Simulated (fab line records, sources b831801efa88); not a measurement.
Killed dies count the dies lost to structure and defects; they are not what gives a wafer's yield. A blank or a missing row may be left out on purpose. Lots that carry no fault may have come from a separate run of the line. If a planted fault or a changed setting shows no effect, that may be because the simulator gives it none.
Chamber matching -- flow gf180mcu -- GF_V5_CVD_02 on pecvd-03: 3 sister chambers
The step deposits SiO2 from TEOS, target thk 1450 nm, time 163.28 s. 18 wafers are shown with their chamber, then 9 later ones without.

## WAFERS PAIRED WITH THEIR CHAMBERS
wafer,chamber,heaterPowerW (W)
L074.1,1,670
L074.2,2,656
L074.3,0,522
L074.4,0,421
L074.5,1,788
L074.6,2,708
L078.1,1,758
L078.2,0,492
L078.5,1,832
L081.1,0,473
L081.2,2,607
L081.3,1,734
L081.4,1,814
L081.5,0,523
L081.6,2,655
L082.2,2,678
L082.4,1,784
L082.6,0,504

SIGNATURES, as means of the wafers listed above
reading,chamber 0,chamber 1,chamber 2,scatter within a chamber
heaterPowerW,489.17,768.57,660.80,45.1
Rule: distance of a wafer from a chamber = root of the sum over the readings of ((wafer's reading minus chamber's mean) / reading's scatter) squared. If the next closest chamber is less than 2 further off than the closest, the wafer can't be placed; otherwise it belongs to the closest. The scatter: the root of (the sum of the squares of (reading less its chamber's mean) over the shown wafers, divided by (wafers less chambers)).

## WAFERS WITHOUT THEIR CHAMBER
wafer,heaterPowerW (W)
L083.3,747
L083.4,412
L083.6,551
L095.2,789
L095.3,645
L095.5,689
L096.1,524
L096.3,735
L096.5,802

## EACH ONE'S CHAMBER
wafer,from the rows above,in truth
L083.3,can't be placed: 1 or 2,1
L083.4,0,0
L083.6,can't be placed: 0 or 2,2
L095.2,1,1
L095.3,2,2
L095.5,can't be placed: 2 or 1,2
L096.1,0,0
L096.3,can't be placed: 1 or 2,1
L096.5,1,1
5 of 9 placed correctly. Not placeable from these rows: 4 (in 4, the candidates include the true chamber). 0 placed wrongly.
